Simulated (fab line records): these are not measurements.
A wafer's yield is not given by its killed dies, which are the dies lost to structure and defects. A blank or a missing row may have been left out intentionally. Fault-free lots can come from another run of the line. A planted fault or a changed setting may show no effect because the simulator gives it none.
fab line records	flow sky130
record: lots: 6	wafers: 18	lastDay: 50
route steps=708 shown CONTACT@416 METAL1@434 PAD_OPEN@708
lots that met no fault: from a run of the same line without faults
startH: start of the lot's first displayed wafer, in hours after the record's first day	waitH: hours since the lot's step before	" identical to the entry in the row above	L1.1+2: one row covering several wafers at once	- no value present, or no start provided	* or withheld: withheld	< > ~ a bound
route shown NAME@n: a module of which the file shows steps, and the number in the route of the first	usual: mean/standard deviation taken from wafers without a fault	same: alike in all rows	chamber/n: place in a boat	sites: the reading at each site	_std_site: the standard deviation of these	_edge_site: inner sites' mean taken away from outer sites' mean	radiusMm: for every site, how far away it sits from the centre of the wafer	mask NAME#n: copy n	behind: the tool/chamber that last shaped the wafer	hold: why the lot was held/for how many hours/how that ended	device: whichever transistor did not switch (one of n, p or np)	end of line: the same wafers' tests at the end of the route	a step with no rows: only its recipe	killed: dies that structure and defects cost at the first sort, which is not the same as the wafer's yield	map: dies across one wafer; x = killed, . = not, _ = none there
set.NAME: the setting that was run; set.NAME@STEP: the one run at that earlier step	model.NAME: the simulator's own value behind a step, which no gauge read
a table for each step, a row for each wafer; lots at some steps of the route
services: from which hour (startH, from the record's first day; less than 0 if before it) a tool's chamber was out of use, for how many hours, and why
== steps ==
step: SKY_CONTACT_SOFTBAKE_10
recipe: tempC: 100	timeS: 90	resist: KrF-thick
step: SKY_CONTACT_EXPOSE_11
recipe: maskId: CTM1	na: 0.8	sourceShape: annular	sigmaInner: 0.55	sigmaOuter: 0.85	targetCdNm: 170	doseMj: 38
step: SKY_CONTACT_PEB_12
recipe: pebTempC: withheld	pebTimeS: withheld	resist: KrF-thick
step: SKY_CONTACT_DEVELOP_13
recipe: developTimeS: 58.78	resist: KrF-thick	devTempC: 21
step: SKY_CONTACT_CD_MEAS_14
recipe: targetCdNm: 170
usual: cdNm: 169.6/1.6
lot.wafer	tool	chamber	startH	waitH	cdNm
L811.2	cdSem-02	-	737.14	-	173.0
L811.3	"	-	"	"	171.5
L811.5	"	-	"	"	170.1
L815.1	cdSem-02	-	764.57	-	169.5
L815.3	"	-	"	"	170.0
L815.4	"	-	"	"	169.6
L821.1	cdSem-02	-	816.22	-	168.2
L821.3	"	-	"	"	170.4
L821.4	"	-	"	"	170.3
L824.3	cdSem-01	-	841.36	-	170.5
L824.4	"	-	"	"	170.6
L824.5	"	-	"	"	170.4
L830.2	cdSem-02	-	893.94	-	165.3
L830.3	"	-	"	"	165.8
L830.6	"	-	"	"	164.1
L834.1	cdSem-01	-	905.02	-	171.2
L834.4	"	-	"	"	171.7
L834.5	"	-	"	"	171.5
step: SKY_CONTACT_OVL_MEAS_15
usual: CONTACT_OVL: -1/6
lot.wafer	tool	chamber	startH	waitH	CONTACT_OVL[nm]
L811.2	overlay-02	-	737.24	0.1	-4
L811.3	"	-	"	"	-10
L811.5	"	-	"	"	-3
L815.1	overlay-02	-	764.69	0.1	-1
L815.3	"	-	"	"	-5
L815.4	"	-	"	"	-1
L821.1	overlay-02	-	816.34	0.1	5
L821.3	"	-	"	"	-2
L821.4	"	-	"	"	0
L824.3	overlay-01	-	841.45	0.1	-7
L824.4	"	-	"	"	-7
L824.5	"	-	"	"	0
L830.2	overlay-02	-	894.05	0.1	-2
L830.3	"	-	"	"	-4
L830.6	"	-	"	"	-5
L834.1	overlay-01	-	905.14	0.1	4
L834.4	"	-	"	"	-5
L834.5	"	-	"	"	8
step: SKY_CONTACT_ETCH_16
recipe: chemistry: N2/H2	target: BARC	ionEnergyEv: 200	sourceW: 500	biasW: 100	pressureMtorr: 30	n2FlowSccm: 100	h2FlowSccm: 200	stopOn: SiO2	timeS: 45.9	targetDepthA: 600
step: SKY_CONTACT_ETCH_17
recipe: target: SiO2	chemistry: C4F8/O2/Ar	stopOn: Si3N4	maskMaterial: KrF-thick	sourceW: 1500	biasW: 1200	pressureMtorr: 40	c4f8FlowSccm: withheld	O2_flow_sccm: 6	Ar_flow_sccm: 300	timeS: withheld	targetDepthA: 3400
step: SKY_CONTACT_ETCH_18
recipe: target: Si3N4	chemistry: CHF3/O2	stopOn: TiN	sourceW: 600	biasW: 200	pressureMtorr: 40	chf3FlowSccm: 50	O2_flow_sccm: 5	timeS: 39	targetDepthA: 750
step: SKY_CONTACT_STRIP_19
recipe: chemistry: O2/N2	powerW: 1400	pressureMtorr: 1500	platenTempC: withheld	o2FlowSccm: 3000	n2FlowSccm: 300	overashFraction: 0.5
usual: chamberPressureMTorr: 1499.8/1.5	drypumpMotorCurrentA: 5.5/0.57	oesProductAu: 0.381/0.0046	stripTimeToEndpointS: 3.63/0.036
lot.wafer	tool	chamber	startH	waitH	chamberPressureMTorr	drypumpMotorCurrentA	oesProductAu	rfHoursCounterH	stripTimeToEndpointS
L811.2	plasmaAsher-03	1	737.41	-	1500.4	5.9	0.390	64	3.63
L811.3	"	0	"	"	1501.3	5.0	0.382	-	3.61
L811.5	"	1	"	"	1500.4	5.9	0.378	-	3.59
L815.1	plasmaAsher-03	1	764.86	-	1497.8	5.9	0.377	67	3.70
L815.3	"	0	"	"	1498.6	5.0	0.386	-	3.62
L815.4	"	1	"	"	1498.9	5.9	0.384	-	3.60
L821.1	plasmaAsher-01	1	816.51	-	1499.3	5.6	0.379	6	3.60
L821.3	"	1	"	"	1500.6	5.6	0.384	-	3.64
L821.4	"	0	"	"	1500.9	4.9	0.377	-	3.61
L824.3	plasmaAsher-03	0	841.64	-	1499.5	5.1	0.381	-	3.62
L824.4	"	1	"	"	1499.8	5.9	0.385	-	3.60
L824.5	"	0	"	"	1496.1	5.0	0.377	-	3.64
L830.2	plasmaAsher-01	1	894.21	-	1498.4	5.7	0.391	14	3.64
L830.3	"	0	"	"	1498.8	4.9	0.380	-	3.61
L830.6	"	0	"	"	1500.6	4.9	0.382	-	3.61
L834.1	plasmaAsher-01	0	905.31	-	1500.2	4.9	0.377	15	3.64
L834.4	"	1	"	"	1498.1	5.7	0.379	-	3.66
L834.5	"	0	"	"	1497.6	4.9	0.383	-	3.62
step: SKY_CONTACT_STRIP_20
recipe: chemistry: postEtchResidueRemover	timeS: 1200	tempC: 72.5
step: SKY_CONTACT_CLEAN_21
recipe: chemistry: IPA	timeS: 180	tempC: 25
step: SKY_CONTACT_CLEAN_22
recipe: chemistry: O3/DIW	dry: n2Spin
lot.wafer	tool	chamber	startH	waitH
L811.2+3+5	wetBench-02	2	738.25	0.0
L815.1+3+4	wetBench-02	3	765.47	0.0
L821.1+3+4	wetBench-03	0	817.04	0.0
L824.3+4+5	wetBench-03	2	842.11	0.0
L830.2+3+6	wetBench-02	2	894.80	0.0
L834.1+4+5	wetBench-03	2	905.81	0.0
step: SKY_CONTACT_SPUTTER_23
recipe: material: TiN	targetThkNm: 20	chamberPressurePa: 5	powerW: 4000	timeS: 80
usual: throttleValvePct: 30.3/1.2
same: timeS: 80
lot.wafer	tool	chamber	startH	waitH	throttleValvePct
L811.2	pvdSputter-01	-	738.34	0.0	27.0
L811.3	"	-	"	"	32.1
L811.5	"	-	"	"	30.6
L815.1	pvdSputter-01	-	765.56	0.0	30.0
L815.3	"	-	"	"	30.6
L815.4	"	-	"	"	27.2
L821.1	pvdSputter-01	-	817.13	0.0	30.1
L821.3	"	-	"	"	30.4
L821.4	"	-	"	"	32.2
L824.3	pvdSputter-01	-	842.21	0.0	31.9
L824.4	"	-	"	"	30.0
L824.5	"	-	"	"	32.4
L830.2	pvdSputter-01	-	894.89	0.0	29.7
L830.3	"	-	"	"	30.4
L830.6	"	-	"	"	30.1
L834.1	pvdSputter-03	-	905.90	0.0	31.0
L834.4	"	-	"	"	30.0
L834.5	"	-	"	"	30.9
step: SKY_CONTACT_CVD_24
recipe: material: W	targetThkNm: 340	timeS: 102.12	tempC: 400	pressureTorr: 40
usual: heaterPowerW: 852/25
same: timeS: 102.12
lot.wafer	tool	chamber	startH	waitH	heaterPowerW	sinceWetCleanH
L811.2	cvdW-01	0	738.40	0.0	838	834
L811.3	"	1	"	"	882	-
L811.5	"	1	"	"	881	-
L815.1	cvdW-01	0	765.62	0.0	825	862
L815.3	"	0	"	"	820	-
L815.4	"	1	"	"	855	-
L821.1	cvdW-02	1	817.20	0.0	833	413
L821.3	"	0	"	"	842	-
L821.4	"	1	"	"	836	-
L824.3	cvdW-02	1	842.31	0.1	851	-
L824.4	"	0	"	"	855	-
L824.5	"	0	"	"	878	-
L830.2	cvdW-01	1	894.95	0.0	886	991
L830.3	"	0	"	"	838	-
L830.6	"	0	"	"	830	-
L834.1	cvdW-02	1	905.96	0.0	835	502
L834.4	"	1	"	"	832	-
L834.5	"	0	"	"	860	-
step: SKY_CONTACT_RS_MEAS_25
recipe: thkMeasGauge: four-point-probe	reads: W_of_CONTACT_CVD_24+TiN_of_CONTACT_SPUTTER_23
usual: CONTACT_W_RS: 0.337/0.0088
lot.wafer	tool	chamber	startH	waitH	CONTACT_W_RS[ohm/sq]
L811.2	filmMetro-02	-	738.53	0.1	0.345
L811.3	"	-	"	"	0.343
L811.5	"	-	"	"	0.344
L815.1	filmMetro-04	-	765.73	0.1	0.344
L815.3	"	-	"	"	0.343
L815.4	"	-	"	"	0.340
L821.1	filmMetro-01	-	817.31	0.1	0.319
L821.3	"	-	"	"	0.337
L821.4	"	-	"	"	0.321
L824.3	filmMetro-04	-	842.42	0.1	0.328
L824.4	"	-	"	"	0.342
L824.5	"	-	"	"	0.346
L830.2	filmMetro-02	-	895.08	0.1	0.347
L830.3	"	-	"	"	0.347
L830.6	"	-	"	"	0.344
L834.1	filmMetro-02	-	906.07	0.1	0.329
L834.4	"	-	"	"	0.329
L834.5	"	-	"	"	0.346
step: SKY_CONTACT_THK_MEAS_26
recipe: thkMeasGauge: xrf	reads: W_of_CONTACT_CVD_24
usual: CONTACT_W_THK: 349/10
lot.wafer	tool	chamber	startH	waitH	CONTACT_W_THK[nm]
L811.2	filmMetro-02	-	738.64	0.1	346
L811.3	"	-	"	"	347
L811.5	"	-	"	"	348
L815.1	filmMetro-04	-	765.85	0.1	339
L815.3	"	-	"	"	342
L815.4	"	-	"	"	345
L821.1	filmMetro-01	-	817.43	0.1	365
L821.3	"	-	"	"	346
L821.4	"	-	"	"	364
L824.3	filmMetro-04	-	842.52	0.1	355
L824.4	"	-	"	"	340
L824.5	"	-	"	"	337
L830.2	filmMetro-02	-	895.19	0.1	336
L830.3	"	-	"	"	338
L830.6	"	-	"	"	338
L834.1	filmMetro-02	-	906.19	0.1	358
L834.4	"	-	"	"	356
L834.5	"	-	"	"	339
step: SKY_CONTACT_CMP_27
recipe: stopOn: SiO2	tOverpolishS: 15	downForcePsi: 3.5	platenRpm: 60	targetThkNm: 0	padVelocityMS: 0.94248
step: SKY_METAL1_SPUTTER_00
recipe: material: Ti	targetThkNm: 15	powerW: 3000	timeS: 10	chamberPressurePa: 0.4
step: SKY_METAL1_SPUTTER_01
recipe: material: TiN	targetThkNm: 20	powerW: 6500	timeS: 16.7	chamberPressurePa: 0.4
step: SKY_METAL1_SPUTTER_02
recipe: material: AlCu	targetThkNm: 250	powerW: 10600	timeS: 13.3	chamberPressurePa: 0.4
usual: throttleValvePct: 30.1/1.3
same: timeS: 13.3
lot.wafer	tool	chamber	startH	waitH	throttleValvePct
L811.2	pvdSputter-02	-	739.04	0.0	30.8
L811.3	"	-	"	"	30.0
L811.5	"	-	"	"	29.7
L815.1	pvdSputter-02	-	766.34	0.0	30.8
L815.3	"	-	"	"	31.0
L815.4	"	-	"	"	29.8
L821.1	pvdSputter-02	-	817.83	0.0	30.9
L821.3	"	-	"	"	29.7
L821.4	"	-	"	"	31.1
L824.3	pvdSputter-04	-	842.91	0.0	28.7
L824.4	"	-	"	"	30.6
L824.5	"	-	"	"	29.7
L830.2	pvdSputter-02	-	895.59	0.0	30.8
L830.3	"	-	"	"	29.7
L830.6	"	-	"	"	30.0
L834.1	pvdSputter-02	-	906.60	0.0	30.8
L834.4	"	-	"	"	31.1
L834.5	"	-	"	"	29.7
step: SKY_METAL1_SPUTTER_03
recipe: material: Ti	targetThkNm: 5	powerW: 3000	timeS: 3.3	chamberPressurePa: 0.4
step: SKY_METAL1_SPUTTER_04
recipe: material: TiN	targetThkNm: 70	powerW: 6500	timeS: 58.3	chamberPressurePa: 0.4
step: SKY_METAL1_RS_MEAS_05
recipe: thkMeasGauge: four-point-probe	reads: TiN_of_METAL1_SPUTTER_04+Ti_of_METAL1_SPUTTER_03+AlCu_of_METAL1_SPUTTER_02+TiN_of_METAL1_SPUTTER_01+Ti_of_METAL1_SPUTTER_00
usual: METAL1_ALCU_RS: 0.1269/0.0014
lot.wafer	tool	chamber	startH	waitH	METAL1_ALCU_RS[ohm/sq]
L811.2	filmMetro-02	-	739.15	0.0	0.1265
L811.3	"	-	"	"	0.1261
L811.5	"	-	"	"	0.1263
L815.1	filmMetro-04	-	766.44	0.0	0.1276
L815.3	"	-	"	"	0.1269
L815.4	"	-	"	"	0.1293
L821.1	filmMetro-02	-	817.93	0.0	0.1245
L821.3	"	-	"	"	0.1261
L821.4	"	-	"	"	0.1240
L824.3	filmMetro-02	-	843.04	0.1	0.1280
L824.4	"	-	"	"	0.1285
L824.5	"	-	"	"	0.1271
L830.2	filmMetro-04	-	895.70	0.0	0.1274
L830.3	"	-	"	"	0.1264
L830.6	"	-	"	"	0.1267
L834.1	filmMetro-02	-	906.69	0.0	0.1256
L834.4	"	-	"	"	0.1265
L834.5	"	-	"	"	0.1286
step: SKY_METAL1_THK_MEAS_06
recipe: thkMeasGauge: xrf	reads: AlCu_of_METAL1_SPUTTER_02
usual: METAL1_ALCU_THK: 252/3.2
lot.wafer	tool	chamber	startH	waitH	METAL1_ALCU_THK[nm]
L811.2	filmMetro-02	-	739.26	0.1	255
L811.3	"	-	"	"	255
L811.5	"	-	"	"	254
L815.1	filmMetro-04	-	766.56	0.1	250
L815.3	"	-	"	"	252
L815.4	"	-	"	"	247
L821.1	filmMetro-02	-	818.05	0.1	257
L821.3	"	-	"	"	254
L821.4	"	-	"	"	259
L824.3	filmMetro-02	-	843.14	0.1	248
L824.4	"	-	"	"	247
L824.5	"	-	"	"	251
L830.2	filmMetro-04	-	895.81	0.1	251
L830.3	"	-	"	"	250
L830.6	"	-	"	"	250
L834.1	filmMetro-02	-	906.81	0.1	254
L834.4	"	-	"	"	254
L834.5	"	-	"	"	249
step: SKY_METAL1_DEHYDRATE_07
recipe: tempC: 200	timeS: 60
step: SKY_METAL1_HMDS_08
recipe: primeTimeS: 60	primeTempC: 120
step: SKY_METAL1_COAT_09
recipe: resist: BARC	tempC: withheld	timeS: withheld	spinRpm: 3000	resistThkNm: 60
step: SKY_METAL1_COAT_10
recipe: resist: KrF-thick	spinRpm: 3000	resistThkNm: 450
step: SKY_METAL1_SOFTBAKE_11
recipe: tempC: 99.36	timeS: 90	resist: KrF-thick
step: SKY_METAL1_EXPOSE_12
recipe: maskId: MM1	na: 0.8	sourceShape: annular	sigmaInner: 0.55	sigmaOuter: 0.85	targetCdNm: 140	doseMj: 28
step: SKY_METAL1_PEB_13
recipe: pebTempC: withheld	pebTimeS: withheld	resist: KrF-thick
step: SKY_METAL1_DEVELOP_14
recipe: developTimeS: 60	resist: KrF-thick	devTempC: 21
step: SKY_METAL1_CD_MEAS_15
recipe: targetCdNm: 140
usual: cdNm: 140.4/1.5
lot.wafer	tool	chamber	startH	waitH	cdNm
L811.2	cdSem-02	-	765.45	-	139.1
L811.3	"	-	"	"	141.8
L811.5	"	-	"	"	142.0
L815.1	cdSem-02	-	793.52	-	142.0
L815.3	"	-	"	"	142.5
L815.4	"	-	"	"	142.2
L821.1	cdSem-01	-	844.62	-	139.9
L821.3	"	-	"	"	138.8
L821.4	"	-	"	"	140.9
L824.3	cdSem-01	-	869.27	-	140.4
L824.4	"	-	"	"	139.1
L824.5	"	-	"	"	139.6
L830.2	cdSem-01	-	920.19	-	138.2
L830.3	"	-	"	"	139.2
L830.6	"	-	"	"	138.6
L834.1	cdSem-02	-	931.63	-	138.1
L834.4	"	-	"	"	138.0
L834.5	"	-	"	"	138.4
step: SKY_METAL1_OVL_MEAS_16
usual: METAL1_OVL: 0/5.3
lot.wafer	tool	chamber	startH	waitH	METAL1_OVL[nm]
L811.2	overlay-01	-	765.56	0.1	-4
L811.3	"	-	"	"	-5
L811.5	"	-	"	"	3
L815.1	overlay-01	-	793.64	0.1	1
L815.3	"	-	"	"	5
L815.4	"	-	"	"	4
L821.1	overlay-02	-	844.74	0.1	-6
L821.3	"	-	"	"	-3
L821.4	"	-	"	"	-1
L824.3	overlay-01	-	869.36	0.1	-6
L824.4	"	-	"	"	4
L824.5	"	-	"	"	-4
L830.2	overlay-01	-	920.30	0.1	-1
L830.3	"	-	"	"	-3
L830.6	"	-	"	"	-10
L834.1	overlay-01	-	931.75	0.1	5
L834.4	"	-	"	"	8
L834.5	"	-	"	"	-2
step: SKY_METAL1_DESCUM_17
recipe: chemistry: O2	sourcePowerW: 150	biasPowerW: 0	pressureMtorr: 10	tempC: 40	timeS: 8
step: SKY_METAL1_ETCH_18
recipe: chemistry: N2/H2	target: BARC	ionEnergyEv: 200	biasW: 100	pressureMtorr: 30	n2FlowSccm: 100	h2FlowSccm: 200	icpW: 500	stopOn: SiO2	timeS: 45.9	targetDepthA: 600
usual: chamberPressureMTorr: 30.00/0.046	drypumpMotorCurrentA: 6.0/0.53	oesProductAu: 0.853/0.0048	throttleValvePct: 13.224/0.008
same: timeS: 45.9
lot.wafer	tool	chamber	startH	waitH	chamberPressureMTorr	drypumpMotorCurrentA	oesProductAu	rfHoursCounterH	throttleValvePct
L811.2	rieMetal-02	0	765.67	0.1	30.02	6.8	0.853	-	13.204
L811.3	"	0	"	"	30.00	6.8	0.860	-	13.231
L811.5	"	0	"	"	30.04	6.8	0.862	-	13.231
L815.1	rieMetal-04	0	793.74	0.1	29.94	5.3	0.860	7	13.225
L815.3	"	0	"	"	30.01	5.3	0.863	-	13.214
L815.4	"	0	"	"	29.97	5.3	0.853	-	13.228
L821.1	rieMetal-02	0	844.81	0.0	30.01	6.7	0.844	6	13.230
L821.3	"	1	"	"	30.00	5.7	0.854	-	13.226
L821.4	"	0	"	"	30.00	6.8	0.865	-	13.230
L824.3	rieMetal-02	0	869.44	0.0	29.99	6.8	0.853	-	13.227
L824.4	"	1	"	"	30.02	5.8	0.854	-	13.219
L824.5	"	1	"	"	29.94	5.8	0.854	-	13.226
L830.2	rieMetal-01	0	920.36	0.0	30.07	5.9	0.853	12	13.209
L830.3	"	0	"	"	29.99	5.9	0.857	-	13.214
L830.6	"	0	"	"	30.01	5.9	0.845	-	13.226
L834.1	rieMetal-02	0	931.82	0.0	29.97	6.8	0.854	11	13.225
L834.4	"	0	"	"	30.04	6.8	0.856	-	13.214
L834.5	"	1	"	"	30.01	5.8	0.850	-	13.226
step: SKY_METAL1_METAL_ETCH_19
recipe: targetDepthA: 3600	stopOn: SiO2	overEtchFrac: 0.3	timeS: 78	chemistry: Cl2/BCl3	resistSidewallDeg: 88	pressureMtorr: 10	icpW: 900	biasW: 48.5	Cl2_flow_sccm: 60	bcl3FlowSccm: 30
step: SKY_METAL1_STRIP_20
recipe: chemistry: O2/N2	powerW: 1400	pressureMtorr: 1500	platenTempC: withheld	o2FlowSccm: 3000	n2FlowSccm: 300	overashFraction: 0.5
step: SKY_METAL1_STRIP_21
recipe: chemistry: postEtchResidueRemover	timeS: 1200	tempC: 72.5
step: SKY_METAL1_CLEAN_22
recipe: chemistry: IPA	timeS: 180	tempC: 25
step: SKY_METAL1_CLEAN_23
recipe: chemistry: O3/DIW	dry: n2Spin
step: SKY_PAD_OPEN_PROBE_99
usual: killed_at_M0_to_M3: 43/7.2	killed_at_M4_up: 3.5/2	killedAtContacts: 24/5.2	killedAtFrontEnd: 15/4.4	killedAtOther: 0.2/0.48	killedDies: 85/9.4	killedOpen: 46/7.3	killedShort: 39/6.1
same: grossDies: 492	killedAtBackSide: 0
lot.wafer	tool	chamber	startH	waitH	hold	killed_at_M0_to_M3	killed_at_M4_up	killedAtContacts	killedAtFrontEnd	killedAtOther	killedDies	killedOpen	killedShort
L811.2	prober-02	-	1081.27	0.1	-	42	6	30	16	0	94	53	39
L811.3	prober-02	-	1081.32	0.2	-	59	4	17	13	0	93	49	44
L811.5	prober-02	-	1081.42	0.2	-	42	0	25	7	0	74	50	24
L815.1	prober-02	-	1102.22	0.1	-	43	3	17	18	0	81	44	37
L815.3	prober-02	-	1102.32	0.2	-	33	5	26	7	0	71	43	28
L815.4	prober-02	-	1102.37	0.2	-	53	2	26	12	0	93	52	41
L821.1	prober-02	-	1136.24	0.1	awaitDispo/3.3h/release	35	2	86	8	0	131	33	34
L821.3	prober-02	-	1136.34	0.2	awaitDispo/3.3h/release	52	2	90	21	0	165	55	34
L821.4	prober-02	-	1136.39	0.2	awaitDispo/3.3h/release	43	2	83	8	0	136	44	26
L824.3	prober-02	-	1153.79	0.2	awaitDispo/3.9h/release	33	1	104	14	0	152	45	34
L824.4	prober-02	-	1153.84	0.2	awaitDispo/3.9h/release	35	3	91	12	0	141	33	37
L824.5	prober-02	-	1153.89	0.2	awaitDispo/3.9h/release	51	2	81	15	0	149	43	39
L830.2	prober-02	-	1187.79	0.1	-	39	1	30	19	0	89	48	41
L830.3	prober-02	-	1187.84	0.2	-	39	3	22	21	1	86	41	41
L830.6	prober-02	-	1187.99	0.2	-	50	2	19	14	0	85	37	48
L834.1	prober-02	-	1199.04	0.1	-	48	2	25	22	0	97	48	49
L834.4	prober-02	-	1199.19	0.2	-	51	2	26	18	1	98	40	55
L834.5	prober-02	-	1199.24	0.2	-	38	1	17	17	0	73	39	34
killed by level:class
L811.2 VIA2:geometricParticle:open=10 LI_CONTACT:geometricParticle:open=10 CONTACT:geometricParticle:open=10 METAL1:geometricParticle:short=6 VIA1:geometricParticle:open=6 FIELD_ISO:geometricParticle:short=5 VIA3:geometricParticle:short=5 CONTACT:geometricParticle:short=5
L811.3 VIA1:geometricParticle:open=18 VIA3:geometricParticle:short=10 VIA2:geometricParticle:open=10 LOCAL_INTERCONNECT:geometricParticle:short=5 CONTACT:geometricParticle:open=5 METAL1:geometricParticle:short=5 FIELD_ISO:geometricParticle:short=4 FIELD_ISO:geometricParticle:open=4
L811.5 VIA1:geometricParticle:open=18 CONTACT:geometricParticle:open=10 VIA2:geometricParticle:open=6 LI_CONTACT:geometricParticle:open=5 VIA3:geometricParticle:open=5 POLY_GATE:geometricParticle:short=4 CONTACT:geometricParticle:short=4 LI_CONTACT:geometricParticle:short=3
L815.1 FIELD_ISO:geometricParticle:open=9 VIA3:geometricParticle:open=9 CONTACT:geometricParticle:open=7 VIA3:geometricParticle:short=7 METAL1:geometricParticle:short=6 VIA1:geometricParticle:open=6 LI_CONTACT:geometricParticle:open=5 VIA2:geometricParticle:open=4
L815.3 VIA1:geometricParticle:open=10 CONTACT:geometricParticle:open=9 LI_CONTACT:geometricParticle:open=6 CONTACT:geometricParticle:short=5 VIA1:geometricParticle:short=5 LI_CONTACT:geometricParticle:short=4 VIA3:geometricParticle:open=4 VIA2:geometricParticle:open=4
L815.4 VIA3:geometricParticle:open=10 VIA1:geometricParticle:open=10 CONTACT:geometricParticle:open=9 METAL1:geometricParticle:short=8 LI_CONTACT:geometricParticle:open=8 LOCAL_INTERCONNECT:geometricParticle:short=6 VIA2:geometricParticle:open=6 METAL3:geometricParticle:short=5
L821.1 CONTACT:unspecified=64 CONTACT:geometricParticle:open=8 VIA3:geometricParticle:open=6 METAL1:geometricParticle:short=5 VIA1:geometricParticle:open=5 LI_CONTACT:geometricParticle:open=4 CONTACT:geometricParticle:short=4 VIA1:geometricParticle:short=4
L821.3 CONTACT:unspecified=70 VIA1:geometricParticle:open=18 CONTACT:geometricParticle:short=6 VIA3:geometricParticle:open=6 FIELD_ISO:areaEtch=6 CONTACT:geometricParticle:open=5 VIA2:geometricParticle:open=5 FIELD_ISO:geometricParticle:open=4
L821.4 CONTACT:unspecified=66 VIA1:geometricParticle:open=12 VIA2:geometricParticle:open=8 CONTACT:geometricParticle:open=8 VIA3:geometricParticle:open=6 POLY_GATE:geometricParticle:open=4 LOCAL_INTERCONNECT:geometricParticle:short=4 METAL2:geometricParticle:short=4
L824.3 CONTACT:unspecified=73 CONTACT:geometricParticle:open=10 VIA3:geometricParticle:open=9 VIA1:geometricParticle:open=8 LI_CONTACT:geometricParticle:open=6 CONTACT:geometricParticle:short=6 FIELD_ISO:geometricParticle:short=4 LI_CONTACT:geometricParticle:short=4
L824.4 CONTACT:unspecified=71 VIA1:geometricParticle:open=9 CONTACT:geometricParticle:open=8 FIELD_ISO:geometricParticle:short=7 VIA2:geometricParticle:open=5 LOCAL_INTERCONNECT:geometricParticle:short=5 CONTACT:geometricParticle:short=4 METAL2:geometricParticle:short=4
L824.5 CONTACT:unspecified=67 VIA1:geometricParticle:open=8 METAL2:geometricParticle:short=8 VIA2:geometricParticle:open=7 VIA3:geometricParticle:open=6 FIELD_ISO:geometricParticle:open=5 CONTACT:geometricParticle:open=5 METAL1:geometricParticle:short=5
L830.2 CONTACT:geometricParticle:open=15 VIA1:geometricParticle:open=8 METAL1:geometricParticle:short=8 METAL2:geometricParticle:short=8 POLY_GATE:geometricParticle:short=7 VIA3:geometricParticle:open=7 LI_CONTACT:geometricParticle:open=6 POLY_GATE:geometricParticle:open=4
L830.3 VIA1:geometricParticle:open=9 METAL2:geometricParticle:short=9 CONTACT:geometricParticle:open=7 VIA3:geometricParticle:open=6 FIELD_ISO:geometricParticle:short=5 LI_CONTACT:geometricParticle:open=5 VIA1:geometricParticle:short=5 POLY_GATE:geometricParticle:open=4
L830.6 VIA1:geometricParticle:open=12 CONTACT:geometricParticle:open=8 METAL2:geometricParticle:short=8 METAL1:geometricParticle:short=6 VIA1:geometricParticle:short=6 VIA3:geometricParticle:open=6 METAL3:geometricParticle:short=5 FIELD_ISO:geometricParticle:short=4
L834.1 POLY_GATE:geometricParticle:short=9 CONTACT:geometricParticle:short=9 VIA1:geometricParticle:open=9 CONTACT:geometricParticle:open=8 METAL2:geometricParticle:short=8 VIA1:geometricParticle:short=7 VIA2:geometricParticle:open=6 VIA3:geometricParticle:open=6
L834.4 VIA1:geometricParticle:open=8 VIA3:geometricParticle:open=8 CONTACT:geometricParticle:short=7 METAL1:geometricParticle:short=7 LI_CONTACT:geometricParticle:open=6 VIA2:geometricParticle:short=6 CONTACT:geometricParticle:open=6 VIA2:geometricParticle:open=6
L834.5 VIA2:geometricParticle:open=8 CONTACT:geometricParticle:open=7 POLY_GATE:geometricParticle:short=6 METAL2:geometricParticle:short=5 VIA1:geometricParticle:open=5 VIA3:geometricParticle:open=5 CONTACT:geometricParticle:short=4 METAL3:geometricParticle:short=4
map L821.3 (x killed, . not)
__________....x..x.._________
________xx.........x.._______
______.xx.....x........._____
_____..x.xxx..........x..____
____.x.......x............___
___......x..x.x.x..x.x..x..__
__x.x...x............x......_
_.......x....x..xx..........x
_.xx.....x..x..x.............
_..xx..x...x.............xxxx
_.....x...xxx.xxx...........x
_..x.xxx.xx.x..x........xx...
_..x..xx.xx.x......x.....x.x.
_..xxxxxxxxxx......x....x....
_...xxxxxxxxxxx...x.x......x.
__.xxxxxxxxxxx.x.....x...x.._
___.xxxxxxxxxx.x.........x.__
____xxxxxxxxx..x..x..x....___
_____xxxxxxxxx.xxx......x____
______xxxxxx....x.x....._____
________xxx.x..x...x.._______
__________....xxx..._________
map L824.3 (x killed, . not)
__________...x......_________
________........xx...._______
______....x.......x.x.x._____
_____x...x..x.......x..x.____
____..........xx....x.....___
___...x..x.x.x..xx..x..x.x.__
__...xxxxxxxxx....x........._
_..xxxxxxxxxx..........xxx...
_x...xxxxxxxxxx........xx....
_..xxxxxxxxxx............x..x
_.x.xxxxxxxxx...x......x.....
_.x.xxxxxxxxxxx...x..........
_x...xxxxxxx.xx....xxx.x.....
_.....xx.x..x.......x.x......
_..x..xx......x..x........x.x
__.....xx.....x......x....x._
___..x......xx......x......__
____.x...xx..x....x...xx..___
_____.....xx........x.x..____
______........x.x..x...x_____
________........x.x..._______
__________.x.x......_________
== services ==
tool	chamber	startH	hours	kind
pvdSputter-02	-	718.01	0.6	repair
wetBench-02	-	726.85	2.0	repair
rieMetal-02	0	728.06	1.8	repair
plasmaAsher-01	-	733.02	1.4	repair
rieMetal-02	0	733.98	1.9	repair
plasmaAsher-01	-	734.38	9.0	pm
rieMetal-04	-	739.56	0.6	repair
cvdW-01	-	745.46	4.3	pm
rieMetal-02	1	761.79	11.8	repair
rieMetal-04	-	763.00	2.8	pm
rieMetal-04	1	782.99	12.2	repair
pvdSputter-02	3	804.10	-	consumableReplace:kit
pvdSputter-02	-	805.55	1.1	repair
wetBench-03	-	832.38	4.4	pm
pvdSputter-03	-	838.63	10.0	repair
plasmaAsher-01	-	846.42	2.8	pm
pvdSputter-02	-	878.85	3.7	repair
pvdSputter-01	-	885.11	7.9	repair
pvdSputter-04	-	886.72	13.6	repair
pvdSputter-03	-	894.37	1.4	repair
pvdSputter-03	-	895.22	1.1	repair
cvdW-01	-	904.00	14.0	pm
cvdW-02	-	918.00	6.0	pm
pvdSputter-01	-	921.14	2.2	repair
== key ==
firstSign: step: SKY_PAD_OPEN_PROBE_99	reading: killedAtContacts	direction: up	sigmas: 13	usual: 24	struck: 89
effect: step: SKY_PAD_OPEN_PROBE_99	reading: killedDies	direction: up	sigmas: 6.4	usual: 85	struck: 146
metAt SKY_CONTACT_CLEAN_22
struckWafers L821.1,L821.3,L821.4,L824.3,L824.4,L824.5
testerLeftOut L821,L824
fault: kind: chamberParticleSource	tool: wetBench-03	chamber: -	onsetH: 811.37	steps: SKY_CONTACT_CLEAN_22	ratePerVisitCm2: 2.0732	endH: 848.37
testerLeftOut: of these lots the tester's yield and bins aren't shown, on N5 and GAA mostly nor the transistor test; their killed dies are dies lost to structure and defects alone, not to doping, threshold or leakage, so they don't give the yield
